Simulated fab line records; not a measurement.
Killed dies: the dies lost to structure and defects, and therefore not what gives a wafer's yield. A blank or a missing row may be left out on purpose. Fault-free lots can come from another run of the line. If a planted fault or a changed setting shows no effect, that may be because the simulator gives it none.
Problem report, 8D (eight disciplines) form, completed by code ; flow gf180mcu ; the parts of the form that need people (team, actions taken, sign-off) are left out

## 1. WHAT WENT WRONG
LVPWELL_RS at GF_VT_IMPLANT_RS_MEAS_48 reads a mean of 1226.4 ohm/sq on 4 wafers of 2 lots; wafers without a fault read 1196.3 ohm/sq with a standard deviation of 2.9. Relative to the usual mean, that is a shift of +10 standard deviations.
The step: measures by four-point-probe.
Earliest sighting: wafer L455.1 on film-metro-04 at day 12 09:01. At this step, 38 wafers from 13 lots have a number in the record. Rule for "out", or "out of limits": more than 4 standard deviations from the usual mean. The rest of the wafers with a number are treated as sound.

## 2. WHAT IT IS, AND WHAT IT ISN'T
question;is;is not
which readings at this step;LVPWELL_RS;-
which lots;L455, L457;L438, L439, L440, L441, L442, L443, L444, L445, L446, L447, L459
which wafers of those lots;L455.1, L455.6, L457.1, L457.6;L457.2
read on which gauges;film-metro-01, film-metro-04;film-metro-03
when;from day 12 09:01;"up to then (30 sound wafers); but 4 sound wafers of L457, L459 came after"

## 3. WHAT RULES OUT EACH SUSPECT
Counting: if a tool at a process step up to the reading ran every lot that is out, it stays a suspect. Sound lots after the first of them don't rule it out here, since some wafers of a struck lot are sound.
- the gauge at GF_VT_IMPLANT_RS_MEAS_48 is ruled out. Those wafers that are out were read across 2 gauges (film-metro-01, film-metro-04).
- implanter-04 at GF_LVPWELL_IMPLANT_09: kept. Ran every lot that is out, first one L455 (day 7 19:58); last sound lot up to then L447 (day 5 22:23).
Left after counting: implanter-04 at GF_LVPWELL_IMPLANT_09.

## 4. THE CAUSE (what the simulator had put in)
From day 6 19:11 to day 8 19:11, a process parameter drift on implanter-04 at GF_LVPWELL_IMPLANT_09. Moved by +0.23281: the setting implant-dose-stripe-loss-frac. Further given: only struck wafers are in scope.
The count eliminated every tool but this one.

## 5. THE CHAIN OF EFFECTS, in route order
One row per reading whose mean, taken over the struck wafers that have a number, lies over 3 standard deviations from the usual. Only readings whose record carries a usual standard deviation are examined. hours: median over the lots of the time between each lot's start at the first step of this table that gives one and its start at this step. sigmas: the change, counted in usual standard deviations.
hours;step;reading;usual;on struck wafers;change;sigmas
0;GF_VT_IMPLANT_RS_MEAS_48;LVPWELL_RS;1196.3 ohm/sq;1226.4;+30.1;+10
At these later measuring or inspecting steps, every struck wafer for which the step has a row has a number for every such reading, and none has moved that far: GF_PSD_OVL_MEAS_08.

## 6. WHAT WOULD HAVE CAUGHT IT SOONER
The first out-of-limits reading at a measuring or inspecting step in this record came at day 12 09:01, 134 hours after the fault's start at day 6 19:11.
An alarm limit of 4 standard deviations would not have fired on the tool readings at GF_LVPWELL_IMPLANT_09 for which the record gives a usual standard deviation, since none of them was out on any struck wafer.
Each of the lots that are out, 2 in all, had begun GF_LVPWELL_IMPLANT_09 on implanter-04 no later than day 12 09:01. A hold on the tool at that time would have spared none of them.
